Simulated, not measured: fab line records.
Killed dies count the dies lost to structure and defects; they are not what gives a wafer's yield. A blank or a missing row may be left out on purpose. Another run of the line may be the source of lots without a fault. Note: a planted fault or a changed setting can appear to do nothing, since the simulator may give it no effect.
Which tool is to blame? :: flow gf180mcu :: 7 lots, 21 wafers sampled, at 2 steps of a route of 602

== WHAT THE GAUGES SHOWED, per wafer ==
GF_STI_CD_MEAS_12: the cd target is 220 nm.
lot: L959
measured: day 2 07:20
on: cdSem-01
cdNm (nm): 219.5 220.3 219.6

lot: L961
measured: day 2 17:41
on: cdSem-02
cdNm (nm): 220.9 221.4 220.7

lot: L963
measured: day 3 04:02
on: cdSem-01
cdNm (nm): 221.1 220.8 220.7

lot: L965
measured: day 3 12:53
on: cdSem-01
cdNm (nm): 221.8 219.8 221.8

lot: L967
measured: day 3 23:28
on: cdSem-01
cdNm (nm): 218.9 218.5 218.8

lot: L971
measured: day 4 20:07
on: cdSem-01
cdNm (nm): 218.9 218.3 218.0

lot: L978
measured: day 6 08:17
on: cdSem-01
cdNm (nm): 220.1 220.1 219.7

== WHICH TOOL RAN EACH LOT (tool, then ch and the chambers of the sampled wafers, then the start) ==
lot: L959
GF_STI_OXIDATION_01: furnace-02 ch 0, day 1 15:34

lot: L961
GF_STI_OXIDATION_01: furnace-01 ch 0, day 2 01:46

lot: L963
GF_STI_OXIDATION_01: furnace-02 ch 0, day 2 12:00

lot: L965
GF_STI_OXIDATION_01: furnace-01 ch 0, day 2 21:08

lot: L967
GF_STI_OXIDATION_01: furnace-01, day 3 07:07

lot: L971
GF_STI_OXIDATION_01: furnace-02 ch 0, day 4 03:31

lot: L978
GF_STI_OXIDATION_01: furnace-02 ch 0, day 5 14:56
- GF_STI_OXIDATION_01: stabilise 600 s, purge 300 s, target thk 10 nm.

== THE ANSWER, worked out from the rows above alone ==
Rule: the usual values come from the lots themselves. Put in order of their means at a reading, lots are off if they are a third of the lots or fewer, leave a main group of 4 or more, and stand apart from it by a gap of 3 or more times the standard deviation of the main group's means; of several such gaps the widest counts. A main group whose means are all the same, to the digits that the tables above print for the reading, isn't used. Also off: a lot with no number at a reading for which 4 or more lots have one. Any other lot the step has rows for is counted as sound.
Across all readings shown, no lot is off: no conclusion can be drawn from this.

== WHAT HAD BEEN PUT IN BY THE SIMULATOR ==
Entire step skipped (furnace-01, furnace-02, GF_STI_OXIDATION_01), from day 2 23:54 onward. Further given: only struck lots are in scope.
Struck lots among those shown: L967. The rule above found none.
